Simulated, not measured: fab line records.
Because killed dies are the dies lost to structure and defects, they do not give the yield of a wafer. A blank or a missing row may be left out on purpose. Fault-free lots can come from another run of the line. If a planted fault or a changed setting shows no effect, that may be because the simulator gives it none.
fab line records -- flow sky130
[record] lots = 7, wafers = 21, last-day = 49
route steps=708 shown PWDE@52 NWELL@56 PAD_OPEN@708
lots untouched by any fault: they come from a run of this same line in which no faults occurred
start-h: the number of hours between the record's first day and the start of the first shown wafer of the lot -- wait-h: hours since the lot's step before -- " identical to the entry in the row above -- L1.1+2: a single row standing in for several wafers -- - no value, or no start given -- * or withheld: withheld -- < > ~ a bound
route shown NAME@n: names a module that has steps shown in the file, with the first one's number in the route -- usual: mean and standard deviation over wafers with no fault -- same: alike in all rows -- chamber/n: place in a boat -- sites: the reading at each site -- _std_site: their standard deviation -- _edge_site: the outer-site mean with the inner-site mean subtracted -- radius-mm: for every site, how far away it sits from the centre of the wafer -- mask NAME#n: copy n -- behind: the most recent tool/chamber to have shaped the wafer -- hold: cause of the lot's hold/its duration in hours/its outcome -- device: whichever transistor did not switch (one of n, p or np) -- end of line: the route-end tests of the same wafers -- a step given without rows: its recipe and nothing more -- killed: not the wafer's yield, but the dies lost to structure and defects at the first sort -- map: a wafer's dies, x killed, . not, _ none there
set.NAME: the setting that was run; set.NAME@STEP: the one run at that earlier step -- model.NAME: the simulator's own value behind a step, which no gauge read
lots at selected steps of the route; one table per step, one row per wafer
services: from which hour (start-h, from the record's first day; less than 0 if before it) a tool's chamber was out of use, for how many hours, and why
[[steps]]
[step SKY_PWDE_OVL_MEAS_07]
[usual] PWDE_OVL = 1.0/2.3
lot.wafer,tool,chamber,start-h,wait-h,PWDE_OVL[nm]
L143.3,overlay-02,-,89.53,-,1.6
L143.5,overlay-02,-,89.53,-,0.2
L143.6,overlay-02,-,89.53,-,1.1
L148.1,overlay-02,-,118.99,-,2.6
L148.3,overlay-02,-,118.99,-,1.0
L148.4,overlay-02,-,118.99,-,1.1
L153.1,overlay-02,-,144.76,-,2.4
L153.2,overlay-02,-,144.76,-,2.5
L153.6,overlay-02,-,144.76,-,2.4
L154.1,overlay-01,-,151.39,-,-2.5
L154.5,overlay-01,-,151.39,-,-3.2
L154.6,overlay-01,-,151.39,-,-1.6
L155.1,overlay-02,-,156.76,-,3.8
L155.5,overlay-02,-,156.76,-,4.7
L155.6,overlay-02,-,156.76,-,4.4
L156.1,overlay-01,-,163.84,-,-1.2
L156.2,overlay-01,-,163.84,-,-0.5
L156.3,overlay-01,-,163.84,-,-1.5
L159.1,overlay-01,-,179.74,-,-1.3
L159.4,overlay-01,-,179.74,-,-0.5
L159.5,overlay-01,-,179.74,-,0.1
[step SKY_PWDE_IMPLANT_08]
[recipe] species = B, energy-kev = 150, dose-cm2 = 3.6e+12, tilt-deg = withheld
[step SKY_PWDE_STRIP_09]
[recipe] chemistry = O2/N2, power-w = 1400, pressure-mtorr = 1500, platen-temp-c = withheld, o2-flow-sccm = 3000, n2-flow-sccm = 300, overash-fraction = 0.5
[usual] chamber-pressure-mTorr = 1500.0/2, drypump-motor-current-A = 5.6/0.35, oes-product-au = 0.722/0.0047, strip-time-to-endpoint-s = 36.96/0.11
lot.wafer,tool,chamber,start-h,wait-h,chamber-pressure-mTorr,drypump-motor-current-A,oes-product-au,rf-hours-counter-h,strip-time-to-endpoint-s
L143.3,plasma-asher-01,0,89.74,0.1,1500.6,5.1,0.722,-,36.95
L143.5,plasma-asher-01,0,89.74,0.1,1500.7,5.1,0.724,-,37.07
L143.6,plasma-asher-01,1,89.74,0.1,1500.2,5.1,0.711,-,37.08
L148.1,plasma-asher-03,1,119.18,0.1,1499.8,5.4,0.722,0,37.09
L148.3,plasma-asher-03,1,119.18,0.1,1499.6,5.4,0.718,-,36.94
L148.4,plasma-asher-03,0,119.18,0.1,1498.0,5.8,0.716,-,36.98
L153.1,plasma-asher-02,1,144.95,0.1,1499.2,6.1,0.719,47,36.86
L153.2,plasma-asher-02,0,144.95,0.1,1498.8,5.7,0.720,47,36.99
L153.6,plasma-asher-02,1,144.95,0.1,1501.5,6.1,0.720,-,36.93
L154.1,plasma-asher-02,1,151.58,0.1,1501.3,6.1,0.719,48,36.83
L154.5,plasma-asher-02,1,151.58,0.1,1500.9,6.1,0.718,-,36.70
L154.6,plasma-asher-02,0,151.58,0.1,1501.6,5.7,0.721,-,36.72
L155.1,plasma-asher-01,0,156.95,0.1,1500.1,5.1,0.719,33,37.03
L155.5,plasma-asher-01,0,156.95,0.1,1498.4,5.1,0.726,-,36.95
L155.6,plasma-asher-01,1,156.95,0.1,1498.9,5.2,0.724,-,37.03
L156.1,plasma-asher-02,1,164.03,0.1,1496.5,6.1,0.723,49,36.84
L156.2,plasma-asher-02,0,164.03,0.1,1498.4,5.6,0.716,49,36.78
L156.3,plasma-asher-02,0,164.03,0.1,1498.8,5.7,0.719,-,36.86
L159.1,plasma-asher-03,1,179.93,0.1,1501.8,5.4,0.724,6,36.89
L159.4,plasma-asher-03,0,179.93,0.1,1499.6,5.8,0.714,-,36.92
L159.5,plasma-asher-03,1,179.93,0.1,1501.1,5.4,0.724,-,36.91
[step SKY_PWDE_TW_MEAS_10]
[usual] PWDE_TW = 376/3.4
lot.wafer,tool,chamber,start-h,wait-h,PWDE_TW
L143.3,film-metro-03,-,89.83,0.1,376
L143.5,film-metro-03,-,89.83,0.1,374
L143.6,film-metro-03,-,89.83,0.1,375
L148.1,film-metro-01,-,119.28,0.1,379
L148.3,film-metro-01,-,119.28,0.1,381
L148.4,film-metro-01,-,119.28,0.1,380
L153.1,film-metro-01,-,145.06,0.1,379
L153.2,film-metro-01,-,145.06,0.1,379
L153.6,film-metro-01,-,145.06,0.1,380
L154.1,film-metro-01,-,151.68,0.1,380
L154.5,film-metro-01,-,151.68,0.1,380
L154.6,film-metro-01,-,151.68,0.1,379
L155.1,film-metro-04,-,157.05,0.1,376
L155.5,film-metro-04,-,157.05,0.1,376
L155.6,film-metro-04,-,157.05,0.1,376
L156.1,film-metro-04,-,164.13,0.1,376
L156.2,film-metro-04,-,164.13,0.1,378
L156.3,film-metro-04,-,164.13,0.1,377
L159.1,film-metro-03,-,180.03,0.1,375
L159.4,film-metro-03,-,180.03,0.1,374
L159.5,film-metro-03,-,180.03,0.1,375
[step SKY_NWELL_DEHYDRATE_03]
[recipe] temp-c = 200, time-s = 60
[step SKY_NWELL_HMDS_04]
[recipe] prime-time-s = 60, prime-temp-c = 120
[step SKY_NWELL_COAT_05]
[recipe] spin-rpm = 2000, resist-thk-nm = 3000
[step SKY_NWELL_SOFTBAKE_06]
[recipe] temp-c = 110, time-s = withheld
[step SKY_NWELL_EXPOSE_07]
[recipe] mask-id = NWM, na = 0.6, source-shape = conventional, sigma-outer = 0.6, polarization = unpolarized, target-cd-nm = 840, dose-mj = 255
[step SKY_NWELL_PEB_08]
[recipe] temp-c = 115, time-s = withheld
[step SKY_NWELL_DEVELOP_09]
[recipe] wall-angle-deg = 90, developer = TMAH, develop-time-s = 61.01, dev-temp-c = 23
[step SKY_NWELL_OVL_MEAS_10]
[usual] NWELL_00_OVL = 1.5/1.2
lot.wafer,tool,chamber,start-h,wait-h,NWELL_00_OVL[nm]
L143.3,overlay-01,-,107.06,-,2.8
L143.5,overlay-01,-,107.06,-,1.9
L143.6,overlay-01,-,107.06,-,3.1
L148.1,overlay-02,-,136.51,-,1.4
L148.3,overlay-02,-,136.51,-,2.2
L148.4,overlay-02,-,136.51,-,0.5
L153.1,overlay-02,-,165.20,-,0.2
L153.2,overlay-02,-,165.20,-,1.4
L153.6,overlay-02,-,165.20,-,2.6
L154.1,overlay-02,-,171.80,-,1.0
L154.5,overlay-02,-,171.80,-,0.0
L154.6,overlay-02,-,171.80,-,-0.3
L155.1,overlay-02,-,177.06,-,3.0
L155.5,overlay-02,-,177.06,-,2.9
L155.6,overlay-02,-,177.06,-,2.5
L156.1,overlay-02,-,184.55,-,3.4
L156.2,overlay-02,-,184.55,-,1.0
L156.3,overlay-02,-,184.55,-,2.9
L159.1,overlay-02,-,201.14,-,-0.4
L159.4,overlay-02,-,201.14,-,0.8
L159.5,overlay-02,-,201.14,-,-0.7
[step SKY_NWELL_IMPLANT_11]
[recipe] species = P, energy-kev = 400, dose-cm2 = 1.9e+13, tilt-deg = withheld
[usual] beam-energy-keV = 399.98/0.12
lot.wafer,tool,chamber,start-h,wait-h,beam-energy-keV
L143.3,implanter-03,0,107.13,0.1,399.84
L143.5,implanter-03,0,107.13,0.1,399.98
L143.6,implanter-03,0,107.13,0.1,399.95
L148.1,implanter-02,0,136.55,0.0,399.78
L148.3,implanter-02,0,136.55,0.0,399.85
L148.4,implanter-02,0,136.55,0.0,399.94
L153.1,implanter-02,0,165.24,0.0,400.09
L153.2,implanter-02,0,165.24,0.0,399.98
L153.6,implanter-02,0,165.24,0.0,399.97
L154.1,implanter-04,0,171.84,0.0,399.93
L154.5,implanter-04,0,171.84,0.0,399.96
L154.6,implanter-04,0,171.84,0.0,399.74
L155.1,implanter-04,0,177.10,0.0,399.90
L155.5,implanter-04,0,177.10,0.0,399.86
L155.6,implanter-04,0,177.10,0.0,399.90
L156.1,implanter-02,0,184.59,0.0,399.89
L156.2,implanter-02,0,184.59,0.0,400.01
L156.3,implanter-02,0,184.59,0.0,399.98
L159.1,implanter-02,0,201.18,0.0,399.84
L159.4,implanter-02,0,201.18,0.0,399.68
L159.5,implanter-02,0,201.18,0.0,399.69
[step SKY_NWELL_IMPLANT_12]
[recipe] species = P, energy-kev = 120, dose-cm2 = 1.3e+12, tilt-deg = withheld
[step SKY_NWELL_IMPLANT_13]
[recipe] species = P, energy-kev = 50, dose-cm2 = 7e+11, tilt-deg = withheld
[step SKY_NWELL_STRIP_14]
[recipe] chemistry = O2/N2, power-w = 1400, pressure-mtorr = 1500, platen-temp-c = withheld, o2-flow-sccm = 3000, n2-flow-sccm = 300, overash-fraction = 0.5
[usual] chamber-pressure-mTorr = 1500.1/1.4, drypump-motor-current-A = 5.42/0.28, oes-product-au = 0.722/0.0048, strip-time-to-endpoint-s = 36.94/0.11
lot.wafer,tool,chamber,start-h,wait-h,chamber-pressure-mTorr,drypump-motor-current-A,oes-product-au,rf-hours-counter-h,strip-time-to-endpoint-s
L143.3,plasma-asher-03,0,107.56,0.1,1499.1,5.83,0.714,-,36.94
L143.5,plasma-asher-03,0,107.56,0.1,1501.2,5.82,0.720,-,36.99
L143.6,plasma-asher-03,1,107.56,0.1,1499.5,5.43,0.719,-,36.90
L148.1,plasma-asher-03,0,137.00,0.1,1499.4,5.81,0.711,2,36.79
L148.3,plasma-asher-03,0,137.00,0.1,1498.6,5.81,0.725,-,36.97
L148.4,plasma-asher-03,1,137.00,0.1,1500.8,5.44,0.713,-,36.90
L153.1,plasma-asher-03,0,165.69,0.1,1498.5,5.76,0.717,5,36.87
L153.2,plasma-asher-03,1,165.69,0.1,1499.2,5.44,0.725,5,36.91
L153.6,plasma-asher-03,0,165.69,0.1,1501.5,5.81,0.724,-,36.93
L154.1,plasma-asher-01,1,172.29,0.1,1500.2,5.15,0.723,35,36.87
L154.5,plasma-asher-01,1,172.29,0.1,1501.1,5.12,0.722,-,36.95
L154.6,plasma-asher-01,0,172.29,0.1,1502.0,5.09,0.718,-,36.95
L155.1,plasma-asher-01,1,177.55,0.1,1500.4,5.14,0.716,35,37.18
L155.5,plasma-asher-01,1,177.55,0.1,1499.2,5.14,0.727,-,37.04
L155.6,plasma-asher-01,0,177.55,0.1,1499.4,5.10,0.728,-,36.99
L156.1,plasma-asher-03,0,185.04,0.1,1500.4,5.80,0.723,6,36.89
L156.2,plasma-asher-03,1,185.04,0.1,1500.4,5.43,0.720,6,36.98
L156.3,plasma-asher-03,1,185.04,0.1,1499.0,5.42,0.725,-,36.90
L159.1,plasma-asher-04,0,201.63,0.1,1501.3,5.73,0.714,53,36.83
L159.4,plasma-asher-04,0,201.63,0.1,1497.6,5.74,0.723,-,36.80
L159.5,plasma-asher-04,1,201.63,0.1,1500.6,5.57,0.725,-,36.87
[step SKY_NWELL_TW_MEAS_15]
[usual] NWELL_TW = 1835/15
lot.wafer,tool,chamber,start-h,wait-h,hold,NWELL_TW
L143.3,film-metro-04,-,107.65,0.1,-,1849
L143.5,film-metro-04,-,107.65,0.1,-,1852
L143.6,film-metro-04,-,107.65,0.1,-,1854
L148.1,film-metro-01,-,137.10,0.1,-,1855
L148.3,film-metro-01,-,137.10,0.1,-,1852
L148.4,film-metro-01,-,137.10,0.1,-,1855
L153.1,film-metro-03,-,165.79,0.1,await-dispo/0.2h/release,1690
L153.2,film-metro-03,-,165.79,0.1,await-dispo/0.2h/release,1687
L153.6,film-metro-03,-,165.79,0.1,await-dispo/0.2h/release,1690
L153.1,film-metro-03,-,166.01,0.2,-,1691
L153.2,film-metro-03,-,166.01,0.2,-,1695
L153.6,film-metro-03,-,166.01,0.2,-,1696
L154.1,film-metro-01,-,172.39,0.1,-,1846
L154.5,film-metro-01,-,172.39,0.1,-,1853
L154.6,film-metro-01,-,172.39,0.1,-,1850
L155.1,film-metro-03,-,177.65,0.1,-,1822
L155.5,film-metro-03,-,177.65,0.1,-,1820
L155.6,film-metro-03,-,177.65,0.1,-,1823
L156.1,film-metro-03,-,185.14,0.1,await-dispo/0.2h/release,1695
L156.2,film-metro-03,-,185.14,0.1,await-dispo/0.2h/release,1695
L156.3,film-metro-03,-,185.14,0.1,await-dispo/0.2h/release,1698
L156.1,film-metro-03,-,185.36,0.2,-,1708
L156.2,film-metro-03,-,185.36,0.2,-,1700
L156.3,film-metro-03,-,185.36,0.2,-,1690
L159.1,film-metro-04,-,201.73,0.1,await-dispo/0.2h/release,1726
L159.4,film-metro-04,-,201.73,0.1,await-dispo/0.2h/release,1718
L159.5,film-metro-04,-,201.73,0.1,await-dispo/0.2h/release,1712
L159.1,film-metro-04,-,201.96,0.2,-,1725
L159.4,film-metro-04,-,201.96,0.2,-,1721
L159.5,film-metro-04,-,201.96,0.2,-,1716
[step SKY_NWELL_HMDS_17]
[recipe] prime-time-s = 60, prime-temp-c = 120
[step SKY_NWELL_COAT_18]
[recipe] spin-rpm = 2000, resist-thk-nm = 3000
[step SKY_NWELL_SOFTBAKE_19]
[recipe] temp-c = 110, time-s = withheld
[step SKY_NWELL_EXPOSE_20]
[recipe] mask-id = NWM_COMPLEMENT, na = 0.6, source-shape = conventional, sigma-outer = 0.6, polarization = unpolarized, target-cd-nm = 840, dose-mj = 260
[step SKY_NWELL_PEB_21]
[recipe] temp-c = 115, time-s = withheld
[step SKY_NWELL_DEVELOP_22]
[recipe] wall-angle-deg = 90, developer = TMAH, develop-time-s = 60, dev-temp-c = 23
[step SKY_NWELL_OVL_MEAS_23]
[usual] NWELL_01_OVL = -0.8/1.1
lot.wafer,tool,chamber,start-h,wait-h,NWELL_01_OVL[nm]
L143.3,overlay-02,-,125.02,-,-3.2
L143.5,overlay-02,-,125.02,-,-3.2
L143.6,overlay-02,-,125.02,-,-2.2
L148.1,overlay-01,-,156.84,-,-2.4
L148.3,overlay-01,-,156.84,-,-0.8
L148.4,overlay-01,-,156.84,-,-0.1
L153.1,overlay-02,-,186.29,-,-2.2
L153.2,overlay-02,-,186.29,-,-2.0
L153.6,overlay-02,-,186.29,-,-2.2
L154.1,overlay-02,-,193.61,-,-0.1
L154.5,overlay-02,-,193.61,-,0.2
L154.6,overlay-02,-,193.61,-,0.0
L155.1,overlay-01,-,198.34,-,-0.1
L155.5,overlay-01,-,198.34,-,-0.5
L155.6,overlay-01,-,198.34,-,-0.5
L156.1,overlay-02,-,206.85,-,-0.8
L156.2,overlay-02,-,206.85,-,-0.1
L156.3,overlay-02,-,206.85,-,-1.6
L159.1,overlay-01,-,223.60,-,-0.3
L159.4,overlay-01,-,223.60,-,-1.8
L159.5,overlay-01,-,223.60,-,-2.2
[step SKY_NWELL_IMPLANT_24]
[recipe] species = B, energy-kev = 140, dose-cm2 = 9.2e+12, tilt-deg = withheld
[step SKY_NWELL_STRIP_25]
[recipe] chemistry = O2/N2, power-w = 1400, pressure-mtorr = 1500, platen-temp-c = withheld, o2-flow-sccm = 3000, n2-flow-sccm = 300, overash-fraction = 0.5
[usual] chamber-pressure-mTorr = 1500.2/1.5, drypump-motor-current-A = 5.46/0.27, oes-product-au = 0.722/0.0044, strip-time-to-endpoint-s = 36.93/0.11
lot.wafer,tool,chamber,start-h,wait-h,chamber-pressure-mTorr,drypump-motor-current-A,oes-product-au,rf-hours-counter-h,strip-time-to-endpoint-s
L143.3,plasma-asher-03,0,125.23,0.1,1500.2,5.80,0.720,-,37.06
L143.5,plasma-asher-03,1,125.23,0.1,1500.5,5.44,0.722,-,37.06
L143.6,plasma-asher-03,0,125.23,0.1,1502.0,5.80,0.722,-,36.95
L148.1,plasma-asher-04,1,157.03,0.1,1499.1,5.57,0.714,49,36.86
L148.3,plasma-asher-04,0,157.03,0.1,1500.1,5.74,0.716,-,36.82
L148.4,plasma-asher-04,1,157.03,0.1,1501.3,5.58,0.715,-,36.92
L153.1,plasma-asher-03,1,186.48,0.1,1497.0,5.40,0.723,7,36.96
L153.2,plasma-asher-03,0,186.48,0.1,1499.9,5.79,0.721,7,36.95
L153.6,plasma-asher-03,0,186.48,0.1,1498.6,5.81,0.726,-,36.99
L154.1,plasma-asher-01,0,193.80,0.1,1501.7,5.10,0.725,37,36.98
L154.5,plasma-asher-01,0,193.80,0.1,1503.6,5.10,0.731,-,36.94
L154.6,plasma-asher-01,1,193.80,0.1,1497.2,5.15,0.719,-,36.98
L155.1,plasma-asher-01,0,198.53,0.1,1499.8,5.07,0.719,37,37.02
L155.5,plasma-asher-01,1,198.53,0.1,1498.3,5.15,0.715,-,37.03
L155.6,plasma-asher-01,0,198.53,0.1,1499.1,5.07,0.722,-,36.96
L156.1,plasma-asher-03,0,207.04,0.1,1499.7,5.80,0.722,8,36.96
L156.2,plasma-asher-03,1,207.04,0.1,1500.6,5.42,0.725,8,37.06
L156.3,plasma-asher-03,1,207.04,0.1,1500.1,5.43,0.720,-,37.05
L159.1,plasma-asher-03,1,223.79,0.1,1501.4,5.43,0.723,10,36.81
L159.4,plasma-asher-03,0,223.79,0.1,1500.7,5.78,0.718,-,36.77
L159.5,plasma-asher-03,1,223.79,0.1,1503.7,5.44,0.724,-,36.82
[step SKY_NWELL_TW_MEAS_26]
[usual] NWELL_2_TW = 500/3.8
lot.wafer,tool,chamber,start-h,wait-h,NWELL_2_TW
L143.3,film-metro-04,-,125.32,0.1,501
L143.5,film-metro-04,-,125.32,0.1,502
L143.6,film-metro-04,-,125.32,0.1,499
L148.1,film-metro-04,-,157.31,0.2,500
L148.3,film-metro-04,-,157.31,0.2,500
L148.4,film-metro-04,-,157.31,0.2,496
L153.1,film-metro-03,-,186.58,0.1,494
L153.2,film-metro-03,-,186.58,0.1,496
L153.6,film-metro-03,-,186.58,0.1,498
L154.1,film-metro-04,-,193.90,0.1,504
L154.5,film-metro-04,-,193.90,0.1,502
L154.6,film-metro-04,-,193.90,0.1,502
L155.1,film-metro-03,-,198.63,0.1,496
L155.5,film-metro-03,-,198.63,0.1,494
L155.6,film-metro-03,-,198.63,0.1,494
L156.1,film-metro-03,-,207.14,0.1,498
L156.2,film-metro-03,-,207.14,0.1,496
L156.3,film-metro-03,-,207.14,0.1,496
L159.1,film-metro-04,-,223.89,0.1,502
L159.4,film-metro-04,-,223.89,0.1,502
L159.5,film-metro-04,-,223.89,0.1,502
[step SKY_NWELL_CLEAN_27]
[recipe] chemistry = SC1/SC2, mix = 1:4:20, temp-c = 70, time-s = 155.1, dry = n2-spin
[step SKY_NWELL_RTA_28]
[recipe] temp-c = 1050, time-s = 30, idle-temp-c = 650, ramp-up-c-per-s = 150, ramp-down-c-per-s = 90, ambient = N2
[usual] anneal-temp-c-max = 1055.3/1.2, lamp-power-pct = 25.31/0.055, ramp-up-c-per-s = 150.00/0.027, wafer_temp_C_max = 1054.8/1
lot.wafer,tool,chamber,start-h,wait-h,anneal-temp-c-max,lamp-power-pct,ramp-up-c-per-s,wafer_temp_C_max
L143.3,rtp-anneal-01,0,125.44,0.0,1056.3,25.30,150.03,1053.5
L143.5,rtp-anneal-01,0,125.44,0.0,1056.5,25.28,150.01,1054.1
L143.6,rtp-anneal-01,0,125.44,0.0,1054.5,25.36,149.97,1054.1
L148.1,rtp-anneal-02,0,157.42,0.0,1054.8,25.44,149.95,1054.8
L148.3,rtp-anneal-02,0,157.42,0.0,1054.7,25.30,150.03,1054.4
L148.4,rtp-anneal-02,0,157.42,0.0,1053.9,25.34,150.03,1053.3
L153.1,rtp-anneal-02,0,186.69,0.0,1055.1,25.35,149.98,1056.1
L153.2,rtp-anneal-02,0,186.69,0.0,1054.3,25.28,150.00,1055.7
L153.6,rtp-anneal-02,0,186.69,0.0,1053.7,25.25,150.04,1055.8
L154.1,rtp-anneal-02,0,194.01,0.0,1054.6,25.36,149.96,1054.4
L154.5,rtp-anneal-02,0,194.01,0.0,1053.5,25.31,149.97,1054.3
L154.6,rtp-anneal-02,0,194.01,0.0,1055.3,25.35,149.98,1054.8
L155.1,rtp-anneal-01,0,198.74,0.0,1056.6,25.33,150.02,1055.7
L155.5,rtp-anneal-01,0,198.74,0.0,1055.3,25.26,149.99,1055.3
L155.6,rtp-anneal-01,0,198.74,0.0,1055.8,25.26,149.98,1054.9
L156.1,rtp-anneal-02,0,207.25,0.0,1054.7,25.28,150.02,1053.3
L156.2,rtp-anneal-02,0,207.25,0.0,1054.7,25.31,150.00,1054.1
L156.3,rtp-anneal-02,0,207.25,0.0,1055.5,25.30,150.03,1056.6
L159.1,rtp-anneal-02,0,224.00,0.0,1055.4,25.30,149.99,1054.9
L159.4,rtp-anneal-02,0,224.00,0.0,1054.8,25.33,150.00,1054.8
L159.5,rtp-anneal-02,0,224.00,0.0,1054.5,25.22,149.97,1055.4
[step SKY_NWELL_RS_MEAS_29]
[recipe] thk-meas-gauge = four-point-probe
[usual] NWELL_RS = 624.1/1.3
lot.wafer,tool,chamber,start-h,wait-h,hold,NWELL_RS[ohm/sq]
L143.3,film-metro-01,-,125.55,0.1,-,623.9
L143.5,film-metro-01,-,125.55,0.1,-,622.1
L143.6,film-metro-01,-,125.55,0.1,-,623.9
L148.1,film-metro-04,-,157.52,0.1,-,622.7
L148.3,film-metro-04,-,157.52,0.1,-,625.6
L148.4,film-metro-04,-,157.52,0.1,-,625.6
L153.1,film-metro-01,-,186.89,0.2,await-dispo/0.2h/release,704.9
L153.2,film-metro-01,-,186.89,0.2,await-dispo/0.2h/release,704.6
L153.6,film-metro-01,-,186.89,0.2,await-dispo/0.2h/release,705.2
L153.1,film-metro-01,-,187.25,0.3,-,704.5
L153.2,film-metro-01,-,187.25,0.3,-,703.6
L153.6,film-metro-01,-,187.25,0.3,-,705.6
L154.1,film-metro-01,-,194.11,0.1,-,624.1
L154.5,film-metro-01,-,194.11,0.1,-,622.0
L154.6,film-metro-01,-,194.11,0.1,-,624.0
L155.1,film-metro-03,-,198.84,0.1,-,623.1
L155.5,film-metro-03,-,198.84,0.1,-,623.0
L155.6,film-metro-03,-,198.84,0.1,-,622.1
L156.1,film-metro-04,-,207.35,0.1,await-dispo/0.2h/release,704.9
L156.2,film-metro-04,-,207.35,0.1,await-dispo/0.2h/release,706.7
L156.3,film-metro-04,-,207.35,0.1,await-dispo/0.2h/release,706.5
L156.1,film-metro-04,-,207.71,0.3,-,707.2
L156.2,film-metro-04,-,207.71,0.3,-,707.9
L156.3,film-metro-04,-,207.71,0.3,-,707.3
L159.1,film-metro-01,-,224.10,0.1,await-dispo/0.2h/release,706.3
L159.4,film-metro-01,-,224.10,0.1,await-dispo/0.2h/release,706.8
L159.5,film-metro-01,-,224.10,0.1,await-dispo/0.2h/release,708.6
L159.1,film-metro-01,-,224.46,0.3,-,705.2
L159.4,film-metro-01,-,224.46,0.3,-,705.8
L159.5,film-metro-01,-,224.46,0.3,-,708.6
[step SKY_PAD_OPEN_PROBE_99]
[usual] defect-limited-yield = 82.7/1.9, killed_at_M0_to_M3 = 43/7.7, killed_at_M4_up = 3.0/1.7, killed-at-contacts = 24/5.2, killed-at-front-end = 15/4.5, killed-at-other = 0.3/0.5, killed-dies = 85/9.5, killed-open = 47/6.6, killed-short = 38/6.6, sort_bin_3_pad_short = 0.8/0.39, sort_bin_5_function = 10.2/1.4, sort_bin_6_memory = 6.3/1.1, sort-n-pass = 407/9.5, sort-yield-pct = 82.7/1.9
[same] gross-dies = 492, killed-at-back-side = 0, sort_bin_4_leakage[%] = 0, sort_bin_8_speed[%] = 0
lot.wafer,tool,chamber,start-h,wait-h,defect-limited-yield[%],killed_at_M0_to_M3,killed_at_M4_up,killed-at-contacts,killed-at-front-end,killed-at-other,killed-dies,killed-open,killed-short,sort_bin_3_pad_short[%],sort_bin_5_function[%],sort_bin_6_memory[%],sort-n-pass,sort-yield-pct[%]
L143.3,prober-02,-,1111.17,0.2,84.8,32,7,17,18,1,75,38,37,0.6,8.3,6.3,417,84.8
L143.5,prober-02,-,1111.27,0.2,83.3,33,4,29,16,0,82,45,37,0.4,7.7,8.5,410,83.3
L143.6,prober-02,-,1111.32,0.2,81.1,51,3,23,16,0,93,52,41,0.8,10.4,7.7,399,81.1
L148.1,prober-02,-,1128.25,0.1,81.5,49,3,24,14,1,91,58,33,0.6,11.6,6.3,401,81.5
L148.3,prober-02,-,1128.35,0.2,83.7,40,4,20,16,0,80,45,35,1.2,9.8,5.3,412,83.7
L148.4,prober-02,-,1128.40,0.2,83.1,43,5,18,17,0,83,50,33,1.0,8.7,7.1,409,83.1
L155.1,prober-02,-,1174.11,0.1,83.1,49,5,16,12,1,83,40,43,0.8,9.3,6.7,409,83.1
L155.5,prober-02,-,1174.31,0.2,85.6,43,2,15,11,0,71,39,32,1.0,9.3,4.1,421,85.6
L155.6,prober-02,-,1174.36,0.2,83.9,32,2,31,14,0,79,48,31,0.2,9.1,6.7,413,83.9
// killed by level:class
L143.3 VIA1:geometric-particle:open=8 VIA3:geometric-particle:open=8 POLY_GATE:geometric-particle:short=7 CONTACT:geometric-particle:short=5 CONTACT:geometric-particle:open=5 POLY_GATE:geometric-particle:open=4 LOCAL_INTERCONNECT:geometric-particle:short=4 VIA2:geometric-particle:open=4
L143.5 LI_CONTACT:geometric-particle:open=11 VIA3:geometric-particle:open=10 CONTACT:geometric-particle:open=9 CONTACT:geometric-particle:short=5 POLY_GATE:geometric-particle:short=4 VIA3:geometric-particle:short=4 VIA2:geometric-particle:open=4 METAL4:geometric-particle:short=4
L143.6 VIA3:geometric-particle:open=16 CONTACT:geometric-particle:open=8 VIA1:geometric-particle:open=8 LI_CONTACT:geometric-particle:open=7 METAL2:geometric-particle:short=6 METAL1:geometric-particle:short=5 POLY_GATE:geometric-particle:open=4 CONTACT:geometric-particle:short=4
L148.1 CONTACT:geometric-particle:open=11 VIA3:geometric-particle:open=11 VIA1:geometric-particle:open=10 VIA2:geometric-particle:open=8 LI_CONTACT:geometric-particle:open=7 FIELD_ISO:geometric-particle:short=5 VIA1:geometric-particle:short=5 METAL1:geometric-particle:short=4
L148.3 VIA1:geometric-particle:open=9 POLY_GATE:geometric-particle:open=6 LI_CONTACT:geometric-particle:open=6 CONTACT:geometric-particle:open=6 VIA2:geometric-particle:open=5 VIA3:geometric-particle:short=5 METAL1:geometric-particle:short=4 METAL2:geometric-particle:short=4
L148.4 VIA1:geometric-particle:open=13 VIA2:geometric-particle:open=10 CONTACT:geometric-particle:open=7 POLY_GATE:geometric-particle:short=5 METAL1:geometric-particle:short=5 VIA3:geometric-particle:open=5 FIELD_ISO:geometric-particle:short=4 METAL2:geometric-particle:short=4
L155.1 VIA2:geometric-particle:open=8 VIA1:geometric-particle:open=8 VIA1:geometric-particle:short=7 VIA3:geometric-particle:open=6 METAL4:geometric-particle:short=5 LI_CONTACT:geometric-particle:open=5 METAL3:geometric-particle:short=5 POLY_GATE:geometric-particle:short=4
L155.5 VIA2:geometric-particle:open=9 METAL2:geometric-particle:short=7 VIA1:geometric-particle:open=6 VIA3:geometric-particle:open=5 LI_CONTACT:geometric-particle:open=4 METAL2:geometric-particle:open=4 CONTACT:geometric-particle:open=4 METAL1:geometric-particle:short=4
L155.6 VIA1:geometric-particle:open=12 LI_CONTACT:geometric-particle:open=11 FIELD_ISO:geometric-particle:open=7 CONTACT:geometric-particle:short=6 CONTACT:geometric-particle:open=6 LOCAL_INTERCONNECT:geometric-particle:short=4 METAL1:geometric-particle:short=4 METAL2:geometric-particle:short=4
[[services]]
tool,chamber,start-h,hours,kind
implanter-04,-,77.57,3.0,pm
plasma-asher-03,-,108.75,9.0,pm
plasma-asher-03,0,108.75,9.0,vent-cycle
plasma-asher-03,1,108.75,9.0,vent-cycle
plasma-asher-03,0,117.75,-,clean
plasma-asher-03,1,117.75,-,clean
implanter-03,-,183.98,4.8,repair
implanter-03,-,185.05,2.4,repair
implanter-04,-,188.22,2.3,repair
plasma-asher-03,-,194.28,5.4,repair
plasma-asher-04,-,199.25,1.9,repair
plasma-asher-01,-,211.20,2.1,repair
[[key]]
[first-sign] step = SKY_NWELL_TW_MEAS_15, reading = visit, direction = added
[effect] step = SKY_NWELL_TW_MEAS_15, reading = NWELL_TW, direction = down, sigmas = 8.9, usual = 1835, struck = 1701
[effect] step = SKY_NWELL_RS_MEAS_29, reading = visit, direction = added
[effect] step = SKY_NWELL_RS_MEAS_29, reading = NWELL_RS, direction = up, sigmas = 61, usual = 624.1, struck = 706.1
met-at SKY_NWELL_IMPLANT_11
struck-wafers L153.1,L153.2,L153.6,L156.1,L156.2,L156.3,L159.1,L159.4,L159.5
scrapped-behind SKY_NWELL_RS_MEAS_29 L153.1,L153.2,L153.6,L156.1,L156.2,L156.3,L159.1,L159.4,L159.5
onset-between 136.55 165.24
[fault] kind = process-parameter-drift, tool = implanter-02, chamber = -, onset-h = 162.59, steps = SKY_NWELL_IMPLANT_11, channel = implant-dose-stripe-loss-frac, offset = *, shape = step, end-h = 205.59
